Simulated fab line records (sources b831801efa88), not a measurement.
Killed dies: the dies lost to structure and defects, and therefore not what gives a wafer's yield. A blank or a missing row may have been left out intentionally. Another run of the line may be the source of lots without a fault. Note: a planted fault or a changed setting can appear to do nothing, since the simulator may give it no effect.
Split-lot study ; flow sfq line ; route with 325 steps; 5 lots, 23 wafers read

THE SPLIT
At SFQ_TRILAYER_I0_CMP_CMP_028 (polishes SiO2), the setting leave above ref nm was moved away from the recipe's 200 nm on 9 of the 23 wafers read, by -6.5% to +5.3%. The other wafers ran this setting at the recipe's value.

FROM THE SPLIT TO THE READING: what the file shows between them, 2 steps
- SFQ_TRILAYER_I0_METRO_MEASURE_029
- SFQ_TRILAYER_I0_VIA_LITHO_COAT_036: resist thk 62 nm (also split here: resist thk nm)

THE READING
oes product au, in a.u., at SFQ_TRILAYER_I0_VIA_ETCH_VIA_ETCH_034 (etches SiO2 in CHF3, stops on Nb, target depth 260 nm). A value of 0.854 a.u. with a standard deviation of 0.0052 a.u. is what fault-free wafers of this fab line usually give.

wafer;tool, chamber at the split;leave above ref nm as run, nm;against the recipe;oes product au, a.u.;against lot-mates on the recipe
L074.1;cmp-02, 0;200;recipe;0.852;-
L074.2;cmp-02, 1;200;recipe;0.850;-
L074.3;cmp-02, 2;200;recipe;0.851;-
L074.4;cmp-02, 3;200;recipe;0.855;-
L074.6;cmp-02, 2;200;recipe;0.846;-
L075.3;cmp-02, 3;200;recipe;0.850;-
L075.4;cmp-02, 1;200;recipe;0.861;-
L075.5;cmp-02, 2;200;recipe;0.856;-
L076.2;cmp-01, 1;200;recipe;0.859;-
L076.3;cmp-01, 0;187.1;-6.5%;0.817;-0.040
L076.4;cmp-01, 2;187.1;-6.5%;0.816;-0.041
L076.5;cmp-01, 0;187.1;-6.5%;0.828;-0.029
L076.6;cmp-01, 1;200;recipe;0.855;-
L077.1;cmp-01, 1;210.6;+5.3%;0.884;+0.031
L077.3;cmp-01, 0;200;recipe;0.853;-
L077.4;cmp-01, 2;210.6;+5.3%;0.878;+0.025
L077.5;cmp-01, 2;210.6;+5.3%;0.876;+0.023
L077.6;cmp-01, 3;200;recipe;0.852;-
L083.2;cmp-02, 1;194.4;-2.8%;0.853;+0.000
L083.3;cmp-02, 2;194.4;-2.8%;0.838;-0.015
L083.4;cmp-02, 0;200;recipe;0.854;-
L083.5;cmp-02, 2;200;recipe;0.853;-
L083.6;cmp-02, 3;194.4;-2.8%;0.837;-0.016

THE FIT
A straight line over all 23 wafers: oes product au changes by +0.00492 a.u. for each +1% of leave above ref nm; r = +0.96; the points scatter about the line by 0.0049 a.u.
The same after taking each lot's own level away (the mean of its wafers on the recipe; 23 wafers): +0.00528 a.u. for each +1%; r = +0.96; scatter 0.0047 a.u.
On that fit, the largest move of leave above ref nm shifts the reading by 0.034 a.u.
From 0.8508 to 0.8570 a.u.: that is the span of the lots' own levels, equal to 1.2 times the standard deviation above.
The two slopes agree, so the slope changes little with the lot-to-lot level.
Check: -0.0325 a.u. against its lot-mates is what the line predicts for one of the wafers moved furthest among these (-6.5%) when that wafer is left out of the fit. Against them it came out at -0.04 a.u.

OTHER SPLITS ON THESE WAFERS
Before the reading, these wafers also passed through other splits. Each is held against what the fit with the lots' levels taken away leaves over:
other split on the same wafers;wafers away from the commonest value;r with oes product au (lot level and that fit taken away)
SFQ_TRILAYER_L0_LITHO_COAT_005 spin rpm;6;-0.15
SFQ_TRILAYER_L0_VIA_LITHO_EXPOSE_014 dose mj;7;+0.05
SFQ_TRILAYER_I0_VIA_LITHO_COAT_036 resist thk nm;7;-0.10

THE WHOLE CHAIN: every reading that the file lists as answering this split, in the file's order
step;what it does;reading;change (the file's fit);r (the file's)
SFQ_TRILAYER_I0_CMP_CMP_028;polishes SiO2;SiO2_of_TRILAYER_I0_DEP_PECVD_027.thk nm (the simulator's own value, which no gauge read);+1.92 nm for each +1% of the setting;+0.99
SFQ_TRILAYER_I0_METRO_MEASURE_029;;thk nm;+1.92 nm for each +1% of the setting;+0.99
SFQ_TRILAYER_I0_VIA_ETCH_VIA_ETCH_034;etches SiO2 in CHF3, stops on Nb, target depth 260 nm;oes product au;+0.00523 a.u. for each +1% of the setting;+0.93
SFQ_TRILAYER_I0_VIA_ETCH_VIA_ETCH_034;etches SiO2 in CHF3, stops on Nb, target depth 260 nm;I0.feature depth nm (the simulator's own value, which no gauge read);+1.93 nm for each +1% of the setting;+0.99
SFQ_TRILAYER_M1_ETCH_METAL_ETCH_042;etches Nb in Cl2/Ar, stops on SiO2, target depth 240 nm, time 120 s;SiO2_of_TRILAYER_I0_DEP_PECVD_027.thk nm (the simulator's own value, which no gauge read);+2.01 nm for each +1% of the setting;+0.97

FILE'S OWN FIT
oes product au changes by +0.00523 a.u. for each +1% of leave above ref nm, r = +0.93.
